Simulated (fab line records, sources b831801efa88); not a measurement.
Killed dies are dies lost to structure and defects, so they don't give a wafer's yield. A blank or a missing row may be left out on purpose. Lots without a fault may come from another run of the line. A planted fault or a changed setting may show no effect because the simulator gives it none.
Which tool did it? | flow sky130 | 6 lots, 18 wafers sampled, at 4 steps of a route of 708

WHAT THE GAUGES READ, wafer by wafer
SKY_PAD_OPEN_BOW_MEAS_13.
lot  | measured     | on            | PAD_OPEN_BOW (um)
L721 | day 46 09:11 | film_metro-03 | 48 41 50
L723 | day 46 16:24 | film_metro-03 | 39 40 37
L725 | day 47 05:02 | film_metro-01 | 52 52 39
L728 | day 47 15:08 | film_metro-04 | 41 51 45
L732 | day 48 14:56 | film_metro-04 | 38 45 28
L735 | day 49 04:00 | film_metro-04 | 40 31 33

WHICH TOOL RAN EACH LOT (tool, then ch and the chambers of the sampled wafers, then the start)
lot  | SKY_METAL2_SPUTTER_02        | SKY_METAL5_SPUTTER_01        | SKY_METAL5_SPUTTER_04
L721 | pvd_sputter-01, day 34 19:06 | pvd_sputter-03, day 43 11:37 | pvd_sputter-03, day 43 11:43
L723 | pvd_sputter-03, day 35 03:30 | pvd_sputter-02, day 43 19:40 | pvd_sputter-02, day 43 19:46
L725 | pvd_sputter-01, day 35 20:34 | pvd_sputter-02, day 44 10:46 | pvd_sputter-02, day 44 10:52
L728 | pvd_sputter-01, day 36 10:27 | pvd_sputter-03, day 44 20:59 | pvd_sputter-03, day 44 21:05
L732 | pvd_sputter-02, day 37 13:39 | pvd_sputter-01, day 46 00:10 | pvd_sputter-01, day 46 00:15
L735 | pvd_sputter-01, day 38 11:39 | pvd_sputter-01, day 46 15:47 | pvd_sputter-01, day 46 15:53
- SKY_METAL2_SPUTTER_02: material AlCu, target thk 250 nm, time 13.3 s.
- SKY_METAL5_SPUTTER_01: material TiN, target thk 20 nm, time 16.7 s.
- SKY_METAL5_SPUTTER_04: material TiN, target thk 70 nm, time 58.3 s.

THE ANSWER, worked out from the rows above alone
Rule: what is usual is taken from the lots themselves. Put in order of their means at a reading, lots are off if they are a third of the lots or fewer, leave a main group of 4 or more, and stand apart from it by a gap of 3 or more times the standard deviation of the main group's means; of several such gaps the widest counts. A main group whose means are all the same, to the digits that the tables above print for the reading, isn't used. A lot without any number at a reading at which 4 lots or more have one is off too. The other lots that the step has rows for count as sound.
No lot is off at any reading shown: from this, nothing can be told.

WHAT THE SIMULATOR HAD PUT IN
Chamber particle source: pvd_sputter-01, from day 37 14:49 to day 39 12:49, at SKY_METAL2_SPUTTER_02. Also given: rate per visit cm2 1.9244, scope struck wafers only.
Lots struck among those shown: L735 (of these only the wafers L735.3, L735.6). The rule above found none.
